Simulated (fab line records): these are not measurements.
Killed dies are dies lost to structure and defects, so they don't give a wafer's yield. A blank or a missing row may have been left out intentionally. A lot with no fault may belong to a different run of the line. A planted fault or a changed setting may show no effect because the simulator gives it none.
Struck lot and sound lot, side by side | flow sfq_line | 42 out of 325 route steps
Sound: these wafers, L691.1, L691.3, L691.4. Wafers L701.1, L701.2, L701.5 were the ones struck. The cause is given at the end.
Each step with rows lists, per side, the tool, then ch with its chambers, then its first start. Under that, the readings that differ: sound wafers | struck wafers | difference of the means | sigmas: that difference in standard deviations of wafers without a fault.
alike: words and numbers the same on both sides, and readings whose means are apart by under 2 such deviations; not compared: readings that were withheld, readings missing a value for some wafer, numbers with overlapping values and no deviation given by the record, and bounds like >300 which may hide the same value.
A row with sigmas, a row that says differs or no value, or rows on one side alone: a step with any of these is where the two part. Numbers that don't overlap but have no deviation are shown without sigmas and don't part them. Lack of a reading on every wafer of one side parts them only where that side has two or more wafers.

first, 6 steps without rows for these wafers: SFQ_TRILAYER_L0_VIA_LITHO_COAT_018 (resist thk 62 nm); SFQ_TRILAYER_L0_VIA_LITHO_COAT_013 (resist thk 650 nm); SFQ_TRILAYER_L0_VIA_LITHO_SOFTBAKE_017; SFQ_TRILAYER_L0_VIA_LITHO_EXPOSE_014 (exposes mask L0V, target cd 700 nm); SFQ_TRILAYER_L0_VIA_LITHO_PEB_016 (peb time 60 s); SFQ_TRILAYER_L0_VIA_LITHO_DEVELOP_015 (time 60 s).
SFQ_L0V_OVL_MEAS_903:
  sound: overlay-01 at day 5 02:55; struck: overlay-02 at day 7 16:13
  alike: L0V_OVL
then, 1 step without rows for these wafers: SFQ_TRILAYER_L0_VIA_BARC_OPEN_VIA_ETCH_021 (etches BARC in O2, target depth 125 nm, time 41.7 s).
SFQ_TRILAYER_L0_VIA_ETCH_VIA_ETCH_016: etches SiO2 in CHF3, stops on MoNx KI, target depth 80 nm.
  sound on rie_diel-04 ch 0,1,2, day 5 02:59; struck on rie_diel-01 ch 0,2, day 7 16:17
  alike: drypump_motor_current_A, oes_product_au
then, 3 steps without rows for these wafers: SFQ_TRILAYER_L0_VIA_STRIP_STRIP_017 (strips in O2); SFQ_TRILAYER_L0_VIA_STRIP_SOLV_CLEAN_018 (cleans in NMP, time 600 s); SFQ_TRILAYER_M0_DEP_PRE_CLEAN_020 (time 15 s).
SFQ_TRILAYER_M0_DEP_SPUTTER_019: material Nb, target thk 200 nm, time 133.3 s.
  sound: pvd_sputter-03 at day 5 03:50; struck: pvd_sputter-06 at day 7 17:08
  reading                                             | sound             | struck        | difference | sigmas
  model.Nb_of_TRILAYER_M0_DEP_SPUTTER_019.thk_nm (nm) | 202.3 200.4 201.8 | 224.1 224 225 | +22.9      |
  alike: throttle_valve_pct
SFQ_M0_RS_MEAS_904: a four-point-probe measurement.
  sound: film_metro-03 at day 5 03:56; struck: film_metro-04 at day 7 17:14
  reading           | sound             | struck            | difference | sigmas
  M0_NB_RS (ohm/sq) | 0.881 0.889 0.882 | 0.793 0.794 0.789 | -0.092     | -8
then, 6 steps without rows for these wafers: SFQ_TRILAYER_M0_LITHO_COAT_026 (resist thk 62 nm); SFQ_TRILAYER_M0_LITHO_COAT_021 (resist thk 600 nm); SFQ_TRILAYER_M0_LITHO_SOFTBAKE_025; SFQ_TRILAYER_M0_LITHO_EXPOSE_022 (exposes mask M0, target cd 500 nm); SFQ_TRILAYER_M0_LITHO_PEB_024 (peb time 60 s); SFQ_TRILAYER_M0_LITHO_DEVELOP_023 (time 60 s).
-- the record jumps here: 2 days lie between the struck wafers' starts before and after --
SFQ_M0_OVL_MEAS_906:
  sound: overlay-01 at day 6 16:13; struck: overlay-01 at day 9 19:10
  alike: M0_OVL
then, 1 step without rows for these wafers: SFQ_TRILAYER_M0_BARC_OPEN_METAL_ETCH_031 (etches BARC in O2, target depth 125 nm, time 41.7 s).
SFQ_TRILAYER_M0_ETCH_METAL_ETCH_024: etches Nb in Cl2/Ar, stops on SiO2, target depth 240 nm, time 120 s.
  sound on rie_metal-03 ch 0,1, day 6 16:19; struck on rie_metal-02 ch 0,1, day 9 19:16
  reading               | sound             | struck            | difference | sigmas
  oes_product_au (a.u.) | 0.903 0.894 0.898 | 0.966 0.959 0.958 | +0.063     | +8
  alike: drypump_motor_current_A, he_backside_leak_sccm
  not compared: rf_hours_counter_h
then, 2 steps without rows for these wafers: SFQ_TRILAYER_M0_STRIP_STRIP_025 (strips in O2); SFQ_TRILAYER_M0_STRIP_SOLV_CLEAN_026 (cleans in NMP, time 600 s).
SFQ_TRILAYER_I0_DEP_PECVD_027: deposits SiO2 from SiH4/N2O, time 111.11 s, target thk 500 nm.
  sound on pecvd-03 ch 0,1,2, day 6 17:13; struck on pecvd-01 ch 0,1,2, day 9 20:10
  alike: heater_power_outer_w, heater_power_w, throttle_valve_pct
then, 1 step without rows for these wafers: SFQ_TRILAYER_I0_CMP_CMP_028 (polishes SiO2).
SFQ_I0_BOW_MEAS_907:
  sound: film_metro-01 at day 6 21:41; struck: film_metro-02 at day 9 23:43
  alike: I0_BOW
SFQ_TRILAYER_I0_METRO_MEASURE_029:
  sound: film_metro-01 at day 6 21:48; struck: film_metro-02 at day 9 23:50
  alike: thk_nm
then, 6 steps without rows for these wafers: SFQ_TRILAYER_I0_VIA_LITHO_COAT_036 (resist thk 62 nm); SFQ_TRILAYER_I0_VIA_LITHO_COAT_031 (resist thk 650 nm); SFQ_TRILAYER_I0_VIA_LITHO_SOFTBAKE_035; SFQ_TRILAYER_I0_VIA_LITHO_EXPOSE_032 (exposes mask I0, target cd 500 nm); SFQ_TRILAYER_I0_VIA_LITHO_PEB_034 (peb time 60 s); SFQ_TRILAYER_I0_VIA_LITHO_DEVELOP_033 (time 60 s).
SFQ_I0_OVL_MEAS_908:
  sound: overlay-02 at day 8 11:25; struck: overlay-01 at day 11 23:31
  alike: I0_OVL
SFQ_TRILAYER_I0_VIA_BARC_OPEN_VIA_ETCH_046: etches BARC in O2, target depth 125 nm, time 41.7 s.
  sound on rie_diel-02 ch 0,2,3, day 8 11:27; struck on rie_diel-02 ch 0,2,3, day 11 23:33
  alike: drypump_motor_current_A, oes_product_au
  not compared: rf_hours_counter_h
then, 1 step without rows for these wafers: SFQ_TRILAYER_I0_VIA_ETCH_VIA_ETCH_034 (etches SiO2 in CHF3, stops on Nb, target depth 260 nm).
SFQ_TRILAYER_I0_VIA_STRIP_STRIP_035: strips in O2.
  sound on rie_metal-03 ch 0,1, day 8 11:37; struck on rie_metal-03 ch 0,1, day 11 23:43
  alike: drypump_motor_current_A, he_backside_leak_sccm, oes_product_au
  not compared: rf_hours_counter_h
then, 2 steps without rows for these wafers: SFQ_TRILAYER_I0_VIA_STRIP_SOLV_CLEAN_036 (cleans in NMP, time 600 s); SFQ_TRILAYER_M1_DEP_PRE_CLEAN_038 (time 22.5 s).
-- the record jumps here: 77 days lie between the struck wafers' starts before and after --
SFQ_M8_BOW_MEAS_951:
  sound: film_metro-02 at day 82 14:42; struck: film_metro-02 at day 89 01:53
  reading                 | sound                | struck               | difference | sigmas
  model.etest.m0.ohm_um   | 1.767 1.775 1.774    | 1.592 1.594 1.581    | -0.183     |
  model.etest.i0.link_ohm | 1.96 1.976 1.96      | 1.875 1.884 1.888    | -0.083     |
  model.etest.m0.ohm_sq   | 0.8803 0.8888 0.8827 | 0.7949 0.7953 0.7916 | -0.0900    |
  alike: M8_BOW

## WHERE THEY PART
First at SFQ_M0_RS_MEAS_904; last, within this record, at SFQ_TRILAYER_M0_ETCH_METAL_ETCH_024. Later steps at which nothing parts them and some readings are alike: SFQ_TRILAYER_I0_DEP_PECVD_027, SFQ_I0_BOW_MEAS_907, SFQ_TRILAYER_I0_METRO_MEASURE_029, SFQ_I0_OVL_MEAS_908, SFQ_TRILAYER_I0_VIA_BARC_OPEN_VIA_ETCH_046, SFQ_TRILAYER_I0_VIA_STRIP_STRIP_035, SFQ_M8_BOW_MEAS_951.

WHY: what the simulator had put in
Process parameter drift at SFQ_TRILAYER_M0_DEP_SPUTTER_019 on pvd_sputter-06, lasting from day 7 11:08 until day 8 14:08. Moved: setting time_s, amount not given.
